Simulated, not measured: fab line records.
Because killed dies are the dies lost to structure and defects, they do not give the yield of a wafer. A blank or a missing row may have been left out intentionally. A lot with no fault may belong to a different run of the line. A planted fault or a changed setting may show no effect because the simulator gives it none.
What tool caused it? || flow gf180mcu || 7 lots, 21 wafers sampled, at 1 step of a route of 602

WHAT THE GAUGES READ, wafer by wafer
GF_M5_CD_MEAS_07 targets a cd of 280 nm.
{"lot": "L267", "measured": "day 27 03:04", "on": "cdSem-01", "cdNm (nm)": "281.1 280.5 281.2"}
{"lot": "L269", "measured": "day 28 10:26", "on": "cdSem-02", "cdNm (nm)": "280.2 280.2 280.1"}
{"lot": "L272", "measured": "day 29 00:03", "on": "cdSem-01", "cdNm (nm)": "280.1 280.2 278.5"}
{"lot": "L275", "measured": "day 29 20:23", "on": "cdSem-01", "cdNm (nm)": "279.0 279.4 280.0"}
{"lot": "L283", "measured": "day 31 21:29", "on": "cdSem-02", "cdNm (nm)": "280.9 281.8 281.9"}
{"lot": "L285", "measured": "day 32 07:45", "on": "cdSem-02", "cdNm (nm)": "281.3 282.0 281.8"}
{"lot": "L287", "measured": "day 32 19:43", "on": "cdSem-02", "cdNm (nm)": "281.3 280.4 281.5"}

WHICH TOOL RAN EACH LOT (tool, then ch and the chambers of the sampled wafers, then the start)
Record: no process step prior to these readings.

THE ANSWER, worked out from the rows above alone
Rule: what is usual is taken from the lots themselves. The widest of any qualifying gaps counts: lots, ordered by their means at a reading, are off when they make up no more than a third of the lots, leave a main group of 4 or more, and stand apart from it by 3 or more times the standard deviation of that group's means. A main group whose means are all the same, to the digits that the tables above print for the reading, isn't used. Also off: a lot with no number at a reading for which 4 or more lots have one. All remaining lots with rows at the step are treated as sound.
No lot is off at any reading shown: from this, nothing can be told.

WHAT THE SIMULATOR HAD PUT IN
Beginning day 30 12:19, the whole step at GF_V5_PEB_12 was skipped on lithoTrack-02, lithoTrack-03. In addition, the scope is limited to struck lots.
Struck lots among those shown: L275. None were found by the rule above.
